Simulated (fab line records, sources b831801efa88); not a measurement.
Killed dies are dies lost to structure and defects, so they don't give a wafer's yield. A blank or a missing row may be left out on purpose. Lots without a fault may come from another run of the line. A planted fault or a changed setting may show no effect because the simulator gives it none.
Tool commonality check | flow sky130 | 12 lots, 36 wafers sampled

WHY IT WAS OPENED
At SKY_VT_ADJUST_HVTR_TW_MEAS_11 the reading VT_ADJUST_HVTR_TW is flagged on 2 of 12 lots. Wafers without a fault read 212.3, standard deviation 1.1.
Rule: a lot is flagged when every wafer of it that has a number lies more than 4 standard deviations from that mean, or none has a number. The other lots count as sound.

lot  | measured     | on            | VT_ADJUST_HVTR_TW, wafer by wafer | flag
L677 | day 9 11:01  | film_metro-04 | 214.1 211.9 213.3                 |
L678 | day 9 20:49  | film_metro-02 | 212.8 214.6 213.8                 |
L680 | day 10 11:15 | film_metro-04 | 213.7 212.2 213.1                 |
L682 | day 11 01:55 | film_metro-04 | 211.5 211.1 212.8                 |
L684 | day 11 20:54 | film_metro-01 | 210.9 212.4 212.6                 |
L685 | day 11 23:53 | film_metro-04 | 211.8 212.3 210.4                 |
L687 | day 12 14:07 | film_metro-04 | 213.2 212.9 211.6                 |
L694 | day 14 17:25 | film_metro-01 | 201.1 203.6 202.4                 | FLAGGED
L695 | day 15 05:25 | film_metro-02 | 214.3 212.5 214.1                 |
L696 | day 15 09:38 | film_metro-04 | 208.7 210.5 209.5                 |
L697 | day 15 12:58 | film_metro-01 | 201.1 201.0 201.3                 | FLAGGED
L700 | day 17 03:11 | film_metro-04 | 210.3 211.7 210.1                 |
The numbers of the flagged lots are 201.8 on average: -10.6 against the usual, or -10 standard deviations.

WHICH TOOL RAN EACH LOT
The record holds 2 process steps before the reading, out of a route of 708 steps. In each cell: the tool, then ch and the chambers that the sampled wafers went through, then the start.
lot  | flag    | SKY_NWELL_STRIP_25                   | SKY_VT_ADJUST_HVTR_IMPLANT_09
L677 |         | plasma_asher-03 ch 0,1, day 5 08:13  | implanter-02 ch 0, day 9 10:47
L678 |         | plasma_asher-03 ch 0,1, day 5 15:26  | implanter-04 ch 0, day 9 20:35
L680 |         | plasma_asher-01 ch 0,1, day 6 03:43  | implanter-03 ch 0, day 10 11:01
L682 |         | plasma_asher-01 ch 0,1, day 6 13:53  | implanter-04 ch 0, day 11 01:40
L684 |         | plasma_asher-03 ch 0,1, day 7 05:56  | implanter-02 ch 0, day 11 20:40
L685 |         | plasma_asher-03 ch 0,1, day 7 08:08  | implanter-03 ch 0, day 11 23:40
L687 |         | plasma_asher-03 ch 0,1, day 7 19:47  | implanter-04 ch 0, day 12 13:53
L694 | FLAGGED | plasma_asher-03 ch 1, day 9 14:34    | implanter-04 ch 0, day 14 17:11
L695 |         | plasma_asher-02 ch 0,1, day 10 00:14 | implanter-03 ch 0, day 15 05:10
L696 |         | plasma_asher-01 ch 0,1, day 10 02:35 | implanter-02 ch 0, day 15 09:23
L697 | FLAGGED | plasma_asher-02 ch 0,1, day 10 05:41 | implanter-04 ch 0, day 15 12:44
L700 |         | plasma_asher-02 ch 0, day 11 12:44   | implanter-03 ch 0, day 17 02:56
What these steps do:
- SKY_NWELL_STRIP_25: strips in O2/N2.
- SKY_VT_ADJUST_HVTR_IMPLANT_09
- SKY_VT_ADJUST_HVTR_TW_MEAS_11

FLAGGED OVER TOTAL, TOOL BY TOOL (the gauges that took the reading come last)
step                          | tool            | lots run | flagged | share of the flagged lots | sound lots run after its first flagged lot
SKY_NWELL_STRIP_25            | plasma_asher-01 | 3        | 0       | none                      | -
SKY_NWELL_STRIP_25            | plasma_asher-02 | 3        | 1       | some                      | 1 (L700)
SKY_NWELL_STRIP_25            | plasma_asher-03 | 6        | 1       | some                      | 0
SKY_VT_ADJUST_HVTR_IMPLANT_09 | implanter-02    | 3        | 0       | none                      | -
SKY_VT_ADJUST_HVTR_IMPLANT_09 | implanter-03    | 4        | 0       | none                      | -
SKY_VT_ADJUST_HVTR_IMPLANT_09 | implanter-04    | 5        | 2       | all                       | 0
SKY_VT_ADJUST_HVTR_TW_MEAS_11 | film_metro-01   | 3        | 2       | all                       | 0
SKY_VT_ADJUST_HVTR_TW_MEAS_11 | film_metro-02   | 2        | 0       | none                      | -
SKY_VT_ADJUST_HVTR_TW_MEAS_11 | film_metro-04   | 7        | 0       | none                      | -

WHAT THE TABLE ALLOWS
2 rows of the table ran every flagged lot: implanter-04 at SKY_VT_ADJUST_HVTR_IMPLANT_09, film_metro-01 at SKY_VT_ADJUST_HVTR_TW_MEAS_11.
- implanter-04 at SKY_VT_ADJUST_HVTR_IMPLANT_09: 2 of its 5 lots flagged. Its last sound lot is L687 (day 12 13:53), its first flagged lot L694 (day 14 17:11): a fault that began between those two fits. Its own readings lie more than 4 standard deviations out on every wafer of the flagged lots: beam_on_s, faraday_current_uA.
- film_metro-01 at SKY_VT_ADJUST_HVTR_TW_MEAS_11: 2 of its 3 lots flagged. Its last sound lot is L684 (day 11 20:54), its first flagged lot L694 (day 14 17:25): a fault that began between those two fits.
Counting lots can't tell these 2 tools apart, because each fits a fault that began at some hour. More lots, or a look at what each step does to the wafer, might.

WHAT THE SIMULATOR HAD PUT IN
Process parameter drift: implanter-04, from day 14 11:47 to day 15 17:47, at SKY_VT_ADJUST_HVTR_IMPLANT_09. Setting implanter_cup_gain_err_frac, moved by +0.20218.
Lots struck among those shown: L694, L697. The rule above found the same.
